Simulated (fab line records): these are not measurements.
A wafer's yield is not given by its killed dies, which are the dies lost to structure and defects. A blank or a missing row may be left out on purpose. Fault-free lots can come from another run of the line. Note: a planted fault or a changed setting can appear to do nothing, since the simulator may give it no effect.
Problem report, 8D (eight disciplines) form, completed by code ; flow sky130 ; the parts of the form that need people (team, actions taken, sign-off) are left out

== 1. WHAT IS WRONG ==
Across 6 wafers from 2 lots, VIA4_HDPCVD_THK at SKY_VIA4_THK_MEAS_01 averages 2624 nm, while fault-free wafers read 1752 nm with a standard deviation of 17. Measured from the usual mean, that is +51 standard deviations.
First seen on wafer L517.1, day 44 22:27, on film-metro-03. Wafers with a number at this step in the record: 33, from 11 lots. The rule behind "out" and "out of limits": a value lying over 4 standard deviations away from the usual mean. The other wafers with a number count as sound.

== 2. WHAT THIS IS AND IS NOT ==
question;is;is not
which readings at this step;VIA4_HDPCVD_THK;-
which lots;L517, L519;L506, L508, L509, L510, L511, L512, L513, L514, L515
which wafers of those lots;all that have a number;-
read on which gauges;film-metro-01, film-metro-03;film-metro-04
when;from day 44 22:27;up to then (27 sound wafers)

== 3. SUSPECTS, AND WHAT RULES EACH OUT ==
Counting: a tool at any process step up to the reading remains a suspect when it ran all the lots that are out and ran no sound lot after the first of those.
- the gauge at SKY_VIA4_THK_MEAS_01 has been ruled out. The wafers that are out were read on 2 gauges (film-metro-01, film-metro-03).
- cmp-02 at SKY_VIA3_CMP_24 (polishes, stops on SiO2, t overpolish 20 s, target thk 0 nm): kept. Every lot that is out went through it, starting with L517 (day 43 00:41), and after that it ran no sound lot; the last sound lot it ran before then is L515 (day 42 14:32).
- pvd-sputter-03 at SKY_METAL4_SPUTTER_02 (material AlCu, target thk 735 nm, time 39.1 s): kept. Every lot that is out went through it, starting with L517 (day 43 01:02), and after that it ran no sound lot; the last sound lot it ran before then is L513 (day 42 16:39).
- hdpcvd-01 at SKY_VIA4_HDPCVD_00 (deposits SiO2, target thk 1750 nm, time 291.7 s): kept. Every lot that is out went through it, starting with L517 (day 44 22:16), and after that it ran no sound lot; the last sound lot it ran before then is L514 (day 44 12:08). Out on those wafers are its own readings of sih4-flow-sccm.
Still standing after the count: cmp-02 at SKY_VIA3_CMP_24, pvd-sputter-03 at SKY_METAL4_SPUTTER_02, hdpcvd-01 at SKY_VIA4_HDPCVD_00.

== 4. THE CAUSE (what the simulator had put in) ==
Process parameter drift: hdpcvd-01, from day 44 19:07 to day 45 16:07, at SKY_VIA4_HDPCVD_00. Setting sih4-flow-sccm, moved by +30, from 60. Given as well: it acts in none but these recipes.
Of the 3 suspects that counting leaves, this tool is one.

== 5. SEQUENCE OF EFFECTS, ordered by route ==
One row per reading whose mean, taken over the struck wafers that have a number, lies over 3 standard deviations from the usual. Scope: only readings with a usual standard deviation given in the record; hours: median across lots of the time from each lot's start at the first step in this table that gives one to its start at this step; sigmas: change in usual standard deviations.
hours;step;reading;usual;on struck wafers;change;sigmas
0;SKY_VIA4_HDPCVD_00;sih4-flow-sccm;60.03 sccm;89.94;+29.91;+99 or more
0;SKY_VIA4_THK_MEAS_01;VIA4_HDPCVD_THK;1752 nm;2624;+872;+51
The process steps in it:
- SKY_VIA4_HDPCVD_00: deposits SiO2, target thk 1750 nm, time 291.7 s.
Later measuring or inspecting steps at which every struck wafer that the step has a row for has a number for every such reading, and none has moved that far: SKY_VIA4_OVL_MEAS_11.

== 6. WHAT WOULD HAVE CAUGHT IT SOONER ==
In this record the first reading out of limits at a measuring or inspecting step was taken at day 44 22:27, 3 hours after the fault began at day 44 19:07.
The tool's own readings at SKY_VIA4_HDPCVD_00 were out on every struck wafer that the step has a row for (sih4-flow-sccm): an alarm limit on them would have fired on the first of those.
Lots out: 2; of these, L519 started SKY_VIA4_HDPCVD_00 on hdpcvd-01 after day 44 22:27. It would have been spared by a hold on the tool at that moment.
